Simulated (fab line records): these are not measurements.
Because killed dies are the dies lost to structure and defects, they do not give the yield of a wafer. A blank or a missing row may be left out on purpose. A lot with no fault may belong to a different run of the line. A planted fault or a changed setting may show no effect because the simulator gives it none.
Which tool did it?	flow sky130	18 wafers sampled from 6 lots at 1 step of a route of 708

== WHAT THE GAUGES SHOWED, per wafer ==
SKY_SONOS_TUNNEL_CD_MEAS_07 targets a cd of 410 nm.
lot	measured	on	cd-nm (nm)
L641	day 12 19:38	cd-sem-02	410.4 410.5 410.8
L645	day 14 03:27	cd-sem-02	410.8 410.3 412.2
L653	day 16 14:31	cd-sem-02	411.3 412.8 411.2
L656	day 17 11:51	cd-sem-02	411.6 409.0 409.5
L658	day 18 06:36	cd-sem-01	407.6 407.6 408.4
L660	day 19 06:52	cd-sem-01	414.8 415.6 413.5

== EACH LOT AND THE TOOL THAT RAN IT (in order: tool; ch and the chambers of the sampled wafers; start) ==
Before these readings, the record contains no process step.

== THE ANSWER, worked out from the rows above alone ==
Rule: the lots themselves supply what counts as usual. Put in order of their means at a reading, lots are off if they are a third of the lots or fewer, leave a main group of 4 or more, and stand apart from it by a gap of 3 or more times the standard deviation of the main group's means; of several such gaps the widest counts. If all means in a main group match to the digits the tables above print for the reading, that group is not used. Also off: a lot with no number at a reading for which 4 or more lots have one. The other lots that the step has rows for count as sound.
None of the lots is off at any reading shown; this tells nothing.

== WHAT HAD BEEN PUT IN BY THE SIMULATOR ==
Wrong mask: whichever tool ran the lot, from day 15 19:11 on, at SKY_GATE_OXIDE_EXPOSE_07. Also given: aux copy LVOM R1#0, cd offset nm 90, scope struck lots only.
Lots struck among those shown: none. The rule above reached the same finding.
